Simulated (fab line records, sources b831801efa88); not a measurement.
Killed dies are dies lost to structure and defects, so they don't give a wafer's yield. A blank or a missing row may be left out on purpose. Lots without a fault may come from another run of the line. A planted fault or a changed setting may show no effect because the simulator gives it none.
Which tool did it? | flow gf180mcu | 13 lots, 39 wafers sampled, at 5 steps of a route of 602

WHAT THE GAUGES READ, wafer by wafer
GF_STI_CD_MEAS_12: target cd 220 nm.
lot  | measured    | on        | cd_nm (nm)
L836 | day 2 01:11 | cd_sem-02 | 220.6 220.4 219.7
L838 | day 2 11:41 | cd_sem-01 | 221.2 220.0 220.6
L840 | day 2 21:40 | cd_sem-02 | 217.8 218.0 217.2
L841 | day 3 03:02 | cd_sem-02 | 218.6 217.9 216.8
L843 | day 3 12:50 | cd_sem-01 | 221.1 221.0 220.4
L845 | day 3 23:31 | cd_sem-01 | 221.1 220.7 219.0
L846 | day 4 04:37 | cd_sem-01 | 220.1 220.7 222.1
L848 | day 4 14:55 | cd_sem-01 | 219.6 220.2 220.4
L849 | day 4 21:07 | cd_sem-01 | 220.6 221.0 221.4
L850 | day 5 00:56 | cd_sem-01 | 227.7 227.7 228.4
L851 | day 5 07:58 | cd_sem-02 | 221.3 220.9 220.4
L852 | day 5 11:14 | cd_sem-02 | 226.2 226.4 226.3
L858 | day 6 18:42 | cd_sem-02 | 217.4 219.1 217.7

GF_V1_RS_MEAS_24: measures by four-point-probe.
lot  | measured     | on            | V1_W_RS (ohm/sq)
L836 | day 18 01:17 | film_metro-03 | 0.326 0.327 0.325
L838 | day 18 22:03 | film_metro-03 | 0.321 0.327 0.321
L840 | day 19 15:26 | film_metro-01 | 0.333 0.331 0.328
L841 | day 20 02:24 | film_metro-03 | 0.328 0.327 0.322
L843 | day 20 23:53 | film_metro-01 | 0.328 0.326 0.321
L845 | day 21 17:25 | film_metro-01 | 0.328 0.329 0.329
L846 | day 22 00:50 | film_metro-02 | 0.327 0.326 0.325
L848 | day 22 14:47 | film_metro-03 | 0.326 0.322 0.324
L849 | day 23 01:44 | film_metro-01 | 0.326 0.325 0.324
L850 | day 23 11:04 | film_metro-01 | 0.325 0.328 0.324
L851 | day 23 21:04 | film_metro-01 | 0.328 0.336 0.325
L852 | day 24 00:30 | film_metro-01 | 0.326 0.326 0.332
L858 | day 25 19:50 | film_metro-02 | 0.336 0.336 0.335

WHICH TOOL RAN EACH LOT (tool, then ch and the chambers of the sampled wafers, then the start)
lot  | GF_STI_SOFTBAKE_08               | GF_SALICIDE_RTA_08               | GF_CONTACT_CVD_24
L836 | litho_track-04 ch 0, day 1 19:58 | rtp_anneal-01 ch 0, day 15 01:23 | cvd_w-01 ch 0,1, day 15 23:59
L838 | litho_track-01 ch 0, day 2 05:41 | rtp_anneal-01 ch 0, day 15 20:59 | cvd_w-01 ch 0,1, day 16 20:11
L840 | litho_track-03 ch 0, day 2 15:31 | rtp_anneal-01 ch 0, day 16 11:29 | cvd_w-02 ch 0,1, day 17 12:13
L841 | litho_track-03 ch 0, day 2 21:14 | rtp_anneal-02 ch 0, day 16 21:44 | cvd_w-01 ch 0,1, day 17 22:17
L843 | litho_track-01 ch 0, day 3 07:16 | rtp_anneal-01 ch 0, day 17 18:22 | cvd_w-01 ch 1, day 18 20:04
L845 | litho_track-01 ch 0, day 3 16:58 | rtp_anneal-01 ch 0, day 18 12:34 | cvd_w-02 ch 0,1, day 19 14:04
L846 | litho_track-03 ch 0, day 3 22:16 | rtp_anneal-01 ch 0, day 18 19:55 | cvd_w-02 ch 0,1, day 19 22:34
L848 | litho_track-04 ch 0, day 4 07:53 | rtp_anneal-01 ch 0, day 19 10:55 | cvd_w-02 ch 0,1, day 20 12:30
L849 | litho_track-01 ch 0, day 4 14:28 | rtp_anneal-01 ch 0, day 19 23:57 | cvd_w-01 ch 0,1, day 21 00:52
L850 | litho_track-03 ch 0, day 4 18:02 | rtp_anneal-01 ch 0, day 20 07:22 | cvd_w-02 ch 0,1, day 21 08:26
L851 | litho_track-04 ch 0, day 5 01:29 | rtp_anneal-01 ch 0, day 20 18:05 | cvd_w-02 ch 0,1, day 21 19:24
L852 | litho_track-03 ch 0, day 5 04:32 | rtp_anneal-01 ch 0, day 20 23:27 | cvd_w-02 ch 0,1, day 22 00:16
L858 | litho_track-04 ch 0, day 6 11:20 | rtp_anneal-02 ch 0, day 22 21:50 | cvd_w-01 ch 0,1, day 23 21:24
- GF_STI_SOFTBAKE_08: time 60 s.
- GF_SALICIDE_RTA_08: time 30 s.
- GF_CONTACT_CVD_24: deposits W, target thk 300 nm, time 90.339 s.

WHAT THE TOOLS THEMSELVES READ (means of the sampled wafers that have a number; where no wafer has one, the mark that the record gives instead)
GF_STI_SOFTBAKE_08.
lot  | tool           | exhaust_pa (Pa) | heater_power_total_W (W) | plate_temp_C (C)
L836 | litho_track-04 | 45.5            | 93.08                    | 130.08
L838 | litho_track-01 | 44.4            | 93.05                    | 130.02
L840 | litho_track-03 | 45.2            | 93.09                    | 130.03
L841 | litho_track-03 | 44.9            | 93.02                    | 130.25
L843 | litho_track-01 | 43.5            | 93.07                    | 130.10
L845 | litho_track-01 | 44.3            | 93.04                    | 129.73
L846 | litho_track-03 | 46.0            | 93.02                    | 129.84
L848 | litho_track-04 | 44.8            | 93.05                    | 130.16
L849 | litho_track-01 | 45.4            | 93.03                    | 129.93
L850 | litho_track-03 | 43.5            | 90.47                    | 127.25
L851 | litho_track-04 | 43.3            | 93.08                    | 130.07
L852 | litho_track-03 | 44.6            | 90.48                    | 127.33
L858 | litho_track-04 | 45.3            | 93.02                    | 129.93

GF_SALICIDE_RTA_08.
lot  | tool          | lamp_power_pct (%) | wafer_temp_C_max
L836 | rtp_anneal-01 | 15.705             | 803.6
L838 | rtp_anneal-01 | 15.701             | 803.4
L840 | rtp_anneal-01 | 15.713             | 803.2
L841 | rtp_anneal-02 | 15.721             | 805.8
L843 | rtp_anneal-01 | 15.704             | 802.9
L845 | rtp_anneal-01 | 15.697             | 803.4
L846 | rtp_anneal-01 | 15.708             | 803.8
L848 | rtp_anneal-01 | 15.723             | 803.1
L849 | rtp_anneal-01 | 15.707             | 802.9
L850 | rtp_anneal-01 | 15.703             | 803.8
L851 | rtp_anneal-01 | 15.711             | 803.4
L852 | rtp_anneal-01 | 15.704             | 803.7
L858 | rtp_anneal-02 | 15.752             | 805.5

GF_CONTACT_CVD_24.
lot  | tool     | heater_power_w (W)
L836 | cvd_w-01 | 853
L838 | cvd_w-01 | 856
L840 | cvd_w-02 | 852
L841 | cvd_w-01 | 749
L843 | cvd_w-01 | 881
L845 | cvd_w-02 | 846
L846 | cvd_w-02 | 786
L848 | cvd_w-02 | 851
L849 | cvd_w-01 | 741
L850 | cvd_w-02 | 855
L851 | cvd_w-02 | 858
L852 | cvd_w-02 | 790
L858 | cvd_w-01 | 804

THE ANSWER, worked out from the rows above alone
Rule: what is usual is taken from the lots themselves. Put in order of their means at a reading, lots are off if they are a third of the lots or fewer, leave a main group of 4 or more, and stand apart from it by a gap of 3 or more times the standard deviation of the main group's means; of several such gaps the widest counts. A main group whose means are all the same, to the digits that the tables above print for the reading, isn't used. A lot without any number at a reading at which 4 lots or more have one is off too. The other lots that the step has rows for count as sound. The gauges are gone through in route order, then the tools' own readings, and for those a lot's mean is taken as printed above. The first step at which some lot is off is used, and at that step the reading that is off furthest; a lot without a number counts as furthest.
Off: L850, L852, at GF_STI_CD_MEAS_12 (cd_nm). The main group: mean 219.8 nm, standard deviation 1.3.
A tool fits if, at a process step before that reading, it ran every lot that is off, and no sound lot after the first of them. The gauges at GF_STI_CD_MEAS_12 aren't tried: what is off there is off at GF_STI_SOFTBAKE_08 too, on other tools, and a gauge's error can't cause that. One fits: litho_track-03 at GF_STI_SOFTBAKE_08. Its last sound lot is L846 (day 3 22:16), its first lot that is off L850 (day 4 18:02): a fault that began between those two fits.
The tool's own readings at GF_STI_SOFTBAKE_08 bear it out: on the lots that are off they differ by more than 5 times the standard deviation of the sound lots' means. heater_power_total_W reads 90.47 W there against 93.05 W on the sound lots; plate_temp_C reads 127.29 C there against 130.01 C on the sound lots.

WHAT THE SIMULATOR HAD PUT IN
Process parameter drift: litho_track-03, from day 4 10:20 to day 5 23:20, at GF_STI_SOFTBAKE_08. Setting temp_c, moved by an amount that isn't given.
Lots struck among those shown: L850, L852. The rule above found the same.
